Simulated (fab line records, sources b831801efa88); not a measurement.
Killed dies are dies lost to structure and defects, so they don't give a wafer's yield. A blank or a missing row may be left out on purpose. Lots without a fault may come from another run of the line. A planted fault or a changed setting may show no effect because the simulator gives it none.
fab line records | flow sky130
record lots=7 wafers=21 last_day=50
route steps=708 shown METAL1@436
lots that met no fault: from a run of the same line without faults
start_h: hours from the record's first day to the start of the lot's first wafer shown | wait_h: hours since the lot's step before | " the same as in the row above | L1.1+2: a row that stands for several wafers | - no value, or no start given | * or withheld: withheld | < > ~ a bound
route shown NAME@n: a module of which the file shows steps, and the number in the route of the first | usual: mean/standard deviation of fault-free wafers | same: alike in all rows | chamber/n: place in a boat | sites: the reading at each site | _std_site: their standard deviation | _edge_site: outer sites' mean less inner sites' | radius_mm: how far each site lies from the wafer's centre | mask NAME#n: copy n | behind: the tool/chamber that last shaped the wafer | hold: why the lot was held/for how many hours/how that ended | device: the transistor (n, p or np) that didn't switch | end of line: the same wafers' tests at the end of the route | a step without rows: its recipe alone | killed: dies lost to structure and defects at the first sort, not the wafer's yield | map: a wafer's dies, x killed, . not, _ none there
set.NAME: the setting as run; set.NAME@STEP: as run at that earlier step | model.NAME: the simulator's own value behind a step, which no gauge read
lots at some steps of the route; a table a step, a row a wafer
services: from which hour (start_h, from the record's first day; less than 0 if before it) a tool's chamber was out of use, for how many hours, and why
## steps
# step SKY_METAL1_SPUTTER_02
# recipe material=AlCu target_thk_nm=250 power_w=10600 time_s=13.3 chamber_pressure_pa=0.4
# usual throttle_valve_pct=29.8/0.96
# columns lot.wafer tool chamber start_h wait_h throttle_valve_pct
L272.2 pvd_sputter-01 - 762.82 0.0 30.5
L272.4 " - " " 29.1
L272.6 " - " " 28.9
L278.1 pvd_sputter-04 - 812.62 0.0 30.3
L278.2 " - " " 30.5
L278.6 " - " " 30.8
L282.2 pvd_sputter-01 - 838.21 0.0 30.3
L282.3 " - " " 28.3
L282.5 " - " " 30.4
L283.2 pvd_sputter-04 - 849.01 0.0 30.0
L283.5 " - " " 30.0
L283.6 " - " " 30.3
L284.2 pvd_sputter-01 - 856.30 0.0 30.3
L284.3 " - " " 31.4
L284.5 " - " " 29.2
L286.1 pvd_sputter-02 - 869.55 0.0 30.1
L286.4 " - " " 30.3
L286.6 " - " " 28.8
L291.2 pvd_sputter-01 - 902.92 0.0 29.0
L291.5 " - " " 30.4
L291.6 " - " " 28.6
# step SKY_METAL1_SPUTTER_03
# recipe material=Ti target_thk_nm=5 power_w=3000 time_s=3.3 chamber_pressure_pa=0.4
# usual throttle_valve_pct=29.8/0.96
# columns lot.wafer tool chamber start_h wait_h throttle_valve_pct
L272.2 pvd_sputter-01 - 762.84 0.0 30.2
L272.4 " - " " 29.1
L272.6 " - " " 29.3
L278.1 pvd_sputter-04 - 812.64 0.0 30.3
L278.2 " - " " 30.6
L278.6 " - " " 30.5
L282.2 pvd_sputter-01 - 838.23 0.0 30.2
L282.3 " - " " 28.6
L282.5 " - " " 30.2
L283.2 pvd_sputter-04 - 849.03 0.0 30.3
L283.5 " - " " 30.0
L283.6 " - " " 30.1
L284.2 pvd_sputter-01 - 856.33 0.0 30.2
L284.3 " - " " 31.4
L284.5 " - " " 29.0
L286.1 pvd_sputter-02 - 869.57 0.0 30.4
L286.4 " - " " 30.3
L286.6 " - " " 28.6
L291.2 pvd_sputter-01 - 902.94 0.0 29.4
L291.5 " - " " 30.3
L291.6 " - " " 28.5
# step SKY_METAL1_SPUTTER_04
# recipe material=TiN target_thk_nm=70 power_w=6500 time_s=58.3 chamber_pressure_pa=0.4
# usual throttle_valve_pct=29.8/0.99
# columns lot.wafer tool chamber start_h wait_h throttle_valve_pct
L272.2 pvd_sputter-01 - 762.86 0.0 30.3
L272.4 " - " " 29.3
L272.6 " - " " 29.3
L278.1 pvd_sputter-04 - 812.66 0.0 30.1
L278.2 " - " " 30.6
L278.6 " - " " 30.3
L282.2 pvd_sputter-01 - 838.25 0.0 30.3
L282.3 " - " " 28.5
L282.5 " - " " 30.3
L283.2 pvd_sputter-04 - 849.05 0.0 30.1
L283.5 " - " " 30.0
L283.6 " - " " 30.2
L284.2 pvd_sputter-01 - 856.35 0.0 30.1
L284.3 " - " " 31.3
L284.5 " - " " 29.2
L286.1 pvd_sputter-02 - 869.59 0.0 29.8
L286.4 " - " " 30.3
L286.6 " - " " 28.8
L291.2 pvd_sputter-01 - 902.96 0.0 29.1
L291.5 " - " " 30.2
L291.6 " - " " 28.8
# step SKY_METAL1_RS_MEAS_05
# recipe thk_meas_gauge=four-point-probe reads=TiN_of_METAL1_SPUTTER_04+Ti_of_METAL1_SPUTTER_03+AlCu_of_METAL1_SPUTTER_02+TiN_of_METAL1_SPUTTER_01+Ti_of_METAL1_SPUTTER_00
# usual METAL1_ALCU_RS=0.1263/0.0014
# columns lot.wafer tool chamber start_h wait_h METAL1_ALCU_RS[ohm/sq]
L272.2 film_metro-04 - 762.93 0.0 0.1273
L272.4 " - " " 0.1290
L272.6 " - " " 0.1287
L278.1 film_metro-04 - 812.71 0.0 0.1274
L278.2 " - " " 0.1254
L278.6 " - " " 0.1251
L282.2 film_metro-03 - 838.32 0.0 0.1268
L282.3 " - " " 0.1249
L282.5 " - " " 0.1262
L283.2 film_metro-03 - 849.12 0.0 0.1258
L283.5 " - " " 0.1267
L283.6 " - " " 0.1258
L284.2 film_metro-01 - 856.42 0.0 0.1289
L284.3 " - " " 0.1278
L284.5 " - " " 0.1262
L286.1 film_metro-04 - 869.64 0.0 0.1246
L286.4 " - " " 0.1256
L286.6 " - " " 0.1246
L291.2 film_metro-04 - 903.03 0.0 0.1261
L291.5 " - " " 0.1294
L291.6 " - " " 0.1283
# step SKY_METAL1_THK_MEAS_06
# recipe thk_meas_gauge=xrf reads=AlCu_of_METAL1_SPUTTER_02
# usual METAL1_ALCU_THK=257/3.2
# columns lot.wafer tool chamber start_h wait_h METAL1_ALCU_THK[nm]
L272.2 film_metro-04 - 763.04 0.1 254
L272.4 " - " " 250
L272.6 " - " " 252
L278.1 film_metro-04 - 812.83 0.1 255
L278.2 " - " " 261
L278.6 " - " " 258
L282.2 film_metro-03 - 838.43 0.1 257
L282.3 " - " " 258
L282.5 " - " " 258
L283.2 film_metro-03 - 849.23 0.1 258
L283.5 " - " " 258
L283.6 " - " " 257
L284.2 film_metro-01 - 856.53 0.1 253
L284.3 " - " " 255
L284.5 " - " " 258
L286.1 film_metro-04 - 869.76 0.1 262
L286.4 " - " " 257
L286.6 " - " " 262
L291.2 film_metro-04 - 903.14 0.1 256
L291.5 " - " " 251
L291.6 " - " " 252
# step SKY_METAL1_DEHYDRATE_07
# recipe temp_c=200 time_s=60
# step SKY_METAL1_HMDS_08
# recipe prime_time_s=60 prime_temp_c=120
# step SKY_METAL1_COAT_09
# recipe resist=BARC temp_c=withheld time_s=withheld spin_rpm=3000 resist_thk_nm=60
# step SKY_METAL1_COAT_10
# recipe resist=KrF-thick spin_rpm=3000 resist_thk_nm=450
# step SKY_METAL1_SOFTBAKE_11
# recipe temp_c=100 time_s=90 resist=KrF-thick
# step SKY_METAL1_EXPOSE_12
# recipe mask_id=MM1 na=0.8 source_shape=annular sigma_inner=0.55 sigma_outer=0.85 target_cd_nm=140 dose_mj=28
# step SKY_METAL1_PEB_13
# recipe peb_temp_c=withheld peb_time_s=withheld resist=KrF-thick
# step SKY_METAL1_DEVELOP_14
# recipe develop_time_s=60 resist=KrF-thick dev_temp_c=21
# usual chill_plate_temp_C=23.00/0.11 develop_time_s=60/0 exhaust_pa=45.2/0.98
# columns lot.wafer tool chamber start_h wait_h chill_plate_temp_C develop_time_s exhaust_pa model.KrF-thick_of_METAL1_COAT_10.thk_nm
L272.2 litho_track-02 0 789 - 22.97 60 44.0 436.6
L272.4 " 0 " " 23.12 60 45.5 435.1
L272.6 " 0 " " 22.99 60 44.6 435.2
L278.1 litho_track-03 0 838 - 23.07 60 44.7 434.1
L278.2 " 0 " " 23.09 60 43.6 434.3
L278.6 " 0 " " 22.87 60 45.3 434.9
L282.2 litho_track-03 - 862 - - - - 452.7
L282.3 " - 863 - - - - 451.5
L282.5 " - " " - - - 453.1
L283.2 litho_track-03 - 874 - - - - 448.8
L283.5 " - " " - - - 449.4
L283.6 " - " " - - - 448.5
L284.2 litho_track-04 - 882 - - - - 450.6
L284.3 " - " " - - - 452.7
L284.5 " - " " - - - 451.2
L286.1 litho_track-03 0 895 - 22.92 60 44.4 435.3
L286.4 " 0 " " 23.21 60 45.1 433.8
L286.6 " 0 " " 23.09 60 44.8 434.8
L291.2 litho_track-04 0 927 - 22.98 60 46.4 437.1
L291.5 " 0 " " 23.00 60 46.0 437.2
L291.6 " 0 " " 23.14 60 46.4 437.3
# step SKY_METAL1_CD_MEAS_15
# recipe target_cd_nm=140
# usual cd_nm=140.3/1.6
# columns lot.wafer tool chamber start_h wait_h cd_nm
L272.2 cd_sem-01 - 789.48 - 140.9
L272.4 " - " " 141.4
L272.6 " - " " 141.0
L278.1 cd_sem-01 - 839.01 - 138.3
L278.2 " - " " 138.2
L278.6 " - " " 136.0
L282.2 cd_sem-02 - 863.13 - -
L282.3 " - " " -
L282.5 " - " " -
L283.2 cd_sem-02 - 874.68 - -
L283.5 " - " " -
L283.6 " - " " -
L284.2 cd_sem-01 - 882.48 - -
L284.3 " - " " -
L284.5 " - " " -
L286.1 cd_sem-01 - 896.01 - 140.0
L286.4 " - " " 139.4
L286.6 " - " " 141.1
L291.2 cd_sem-02 - 927.58 - 143.7
L291.5 " - " " 142.3
L291.6 " - " " 142.8
## services
# columns tool chamber start_h hours kind
pvd_sputter-04 - 766.76 3.1 repair
pvd_sputter-04 1 796.00 - consumable_replace:kit
pvd_sputter-04 1 796.00 18.0 scheduled_down
pvd_sputter-04 1 796.00 18.0 vent_cycle
pvd_sputter-01 0 821.00 - consumable_replace:kit
pvd_sputter-01 0 821.00 18.0 scheduled_down
pvd_sputter-01 0 821.00 18.0 vent_cycle
pvd_sputter-01 - 840.20 2.1 repair
pvd_sputter-02 - 840.35 2.9 repair
litho_track-03 - 868.59 - consumable_replace:filter
pvd_sputter-02 0 918.84 - consumable_replace:kit
pvd_sputter-02 0 918.84 18.0 scheduled_down
pvd_sputter-02 0 918.84 18.0 vent_cycle
## key
first_sign step=SKY_METAL1_DEVELOP_14 reading=tool_record direction=missing
effect none on later readings
model_effect step=SKY_METAL1_DEVELOP_14 value=KrF-thick_of_METAL1_COAT_10.thk_nm without=436.9 struck=450.9
met_at SKY_METAL1_DEVELOP_14
struck_wafers L282.2,L282.3,L282.5,L283.2,L283.5,L283.6,L284.2,L284.3,L284.5
later_rows_left_out L282.2,L282.3,L282.5,L283.2,L283.5,L283.6,L284.2,L284.3,L284.5
sort_left_out L282.2,L282.3,L282.5,L283.2,L283.5,L283.6,L284.2,L284.3,L284.5
onset_between 838 862
fault kind=skipped_step_whole tool=litho_track-03,litho_track-04 chamber=- onset_h=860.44 steps=SKY_METAL1_DEVELOP_14 scope=struck_lots_only
# sort_left_out: the simulated sort isn't trusted on such a fault, so these wafers' sort isn't shown, and their yield isn't known
# later_rows_left_out: the simulator's readings of these wafers behind a module that went badly wrong aren't trusted and aren't shown, but for the sort
